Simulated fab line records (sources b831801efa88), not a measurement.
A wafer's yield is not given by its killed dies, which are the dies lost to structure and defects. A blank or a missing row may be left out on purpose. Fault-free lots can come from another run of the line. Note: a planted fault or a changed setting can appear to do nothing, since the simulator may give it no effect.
A lot that was struck, set against a sound lot    flow sfq-line    14 steps out of a route of 325
Sound: the wafers L637.1, L637.4, L637.5. Wafers struck: L648.1, L648.4, L648.6. The cause comes at the end.
Order at every step that has rows: each side's tool, ch and its chambers, its first start. Under that, the readings that differ: sound wafers    struck wafers    difference of the means    sigmas: that difference in standard deviations of wafers without a fault.
alike: readings whose means differ by less than 2 such deviations, and words and numbers that are the same on both sides. not compared: withheld readings, readings that some wafer has no value for, bounds like >300 that may hide the same value, and numbers for which the record gives no deviation and whose values overlap.
Wherever a step has rows on one side only, a row that says differs or no value, or a row with sigmas, the two part there. When numbers do not overlap yet have no deviation, they are printed without sigmas and do not part them. A reading missing from all wafers of one side parts the sides only when that side holds two or more wafers.

first, 6 steps without rows for these wafers: SFQ_TRILAYER_M6_LITHO_COAT_164 (resist thk 62 nm); SFQ_TRILAYER_M6_LITHO_COAT_159 (resist thk 600 nm); SFQ_TRILAYER_M6_LITHO_SOFTBAKE_163; SFQ_TRILAYER_M6_LITHO_EXPOSE_160 (exposes mask M6, target cd 500 nm); SFQ_TRILAYER_M6_LITHO_PEB_162 (peb time 60 s); SFQ_TRILAYER_M6_LITHO_DEVELOP_161 (time 60 s).
SFQ_M6_OVL_MEAS_940:
  sound on overlay-02, day 64 08:59; struck on overlay-01, day 74 16:40
  alike: M6_OVL
SFQ_TRILAYER_M6_BARC_OPEN_METAL_ETCH_206: etches BARC in O2, target depth 125 nm, time 41.7 s.
  sound on rie-metal-01 ch 1, day 64 09:01; struck on rie-metal-04 ch 0,1, day 74 16:43
  alike: drypump-motor-current-A, he-backside-leak-sccm, oes-product-au
  not compared: rf-hours-counter-h
SFQ_TRILAYER_M6_ETCH_METAL_ETCH_162: etches Nb in Cl2/Ar, stops on SiO2, target depth 240 nm, time 120 s.
  sound on rie-metal-01 ch 1, day 64 09:08; struck on rie-metal-04 ch 0,1, day 74 16:46
  alike: drypump-motor-current-A, he-backside-leak-sccm, oes-product-au
  not compared: rf-hours-counter-h
SFQ_TRILAYER_M6_STRIP_STRIP_163: strips in O2.
  sound on rie-metal-01 ch 1, day 64 09:23; struck on rie-metal-04 ch 0,1, day 74 16:53
  alike: drypump-motor-current-A, he-backside-leak-sccm, oes-product-au
  not compared: rf-hours-counter-h
then, 1 step without rows for these wafers: SFQ_TRILAYER_M6_STRIP_SOLV_CLEAN_164 (cleans in NMP, time 600 s).
SFQ_TRILAYER_I6_DEP_PECVD_165: deposits SiO2 from SiH4/N2O, time 111.11 s, target thk 500 nm.
  sound on pecvd-01 ch 0,1, day 64 10:46; struck on pecvd-03 ch 1,2, day 74 17:40
reading                                              sound              struck             difference  sigmas
rf-fwd-power-W (W)                                   182.4 182.1 181.9  109.7 109.4 109.4  -72.6       -99 or more
showerhead-vpp-V (V)                                 823 844 833        591 601 624        -228        -7
throttle-valve-pct (%)                               25.8 26.5 25.9     23.2 23.3 23.7     -2.7        -2
model.SiO2_of_TRILAYER_I6_DEP_PECVD_165.thk-nm (nm)  499.9 518.3 503.9  431.1 438.4 426.6  -75.3       
  alike: heater-power-w, susceptor-temp-C
SFQ_TRILAYER_I6_CMP_CMP_166: polishes SiO2.
  sound on cmp-02 ch 0,2, day 64 14:23; struck on cmp-01 ch 1,2,3, day 74 18:50
reading                 sound        struck       difference  sigmas
time-to-endpoint-s (s)  207 229 211  154 168 151  -58         -6
  alike: motor-current-A, slurry-filter-dp-kPa
SFQ_I6_BOW_MEAS_941:
  sound on film-metro-01, day 64 16:53; struck on film-metro-04, day 74 20:50
  alike: I6_BOW

WHERE THEY PART
First at SFQ_TRILAYER_I6_DEP_PECVD_165; last, within this record, at SFQ_TRILAYER_I6_CMP_CMP_166. Later steps at which nothing parts them and some readings are alike: SFQ_I6_BOW_MEAS_941.

WHY: what the simulator had put in
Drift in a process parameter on pecvd-03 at SFQ_TRILAYER_I6_DEP_PECVD_165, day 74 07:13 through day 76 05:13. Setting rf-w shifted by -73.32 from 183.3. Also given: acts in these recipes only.
